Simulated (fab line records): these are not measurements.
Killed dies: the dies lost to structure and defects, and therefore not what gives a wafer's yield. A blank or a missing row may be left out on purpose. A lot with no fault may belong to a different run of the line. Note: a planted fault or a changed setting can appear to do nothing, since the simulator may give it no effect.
Which tool is to blame? / flow gf180mcu / 7 lots, 21 wafers sampled, at 1 step of a route of 602

== WHAT THE GAUGES SHOWED, per wafer ==
GF_STI_THK_MEAS_30.
lot=L446; measured=day 2 17:18; on=film_metro-02; STI_OXIDATION_02_THK (nm)=9.95 9.90 9.92
lot=L448; measured=day 3 03:25; on=film_metro-01; STI_OXIDATION_02_THK (nm)=9.69 9.73 9.77
lot=L454; measured=day 4 10:48; on=film_metro-02; STI_OXIDATION_02_THK (nm)=9.80 10.08 9.91
lot=L461; measured=day 5 20:55; on=film_metro-01; STI_OXIDATION_02_THK (nm)=10.00 9.75 10.09
lot=L463; measured=day 6 07:59; on=film_metro-01; STI_OXIDATION_02_THK (nm)=10.00 9.89 9.94
lot=L465; measured=day 6 17:26; on=film_metro-01; STI_OXIDATION_02_THK (nm)=10.08 10.11 10.18
lot=L467; measured=day 7 04:23; on=film_metro-01; STI_OXIDATION_02_THK (nm)=9.82 9.91 10.01

== TOOL THAT RAN EACH LOT (tool first, then ch and the chambers of the sampled wafers, then the start) ==
There is no process step in the record ahead of these readings.

== THE ANSWER, worked out from the rows above alone ==
Rule: the usual values come from the lots themselves. Put in order of their means at a reading, lots are off if they are a third of the lots or fewer, leave a main group of 4 or more, and stand apart from it by a gap of 3 or more times the standard deviation of the main group's means; of several such gaps the widest counts. Not used: any main group whose means are identical at the precision the tables above print for the reading. Also off: a lot with no number at a reading for which 4 or more lots have one. The other lots that the step has rows for count as sound.
No lot is off at any reading shown: from this, nothing can be told.

== WHAT WAS PUT IN BY THE SIMULATOR ==
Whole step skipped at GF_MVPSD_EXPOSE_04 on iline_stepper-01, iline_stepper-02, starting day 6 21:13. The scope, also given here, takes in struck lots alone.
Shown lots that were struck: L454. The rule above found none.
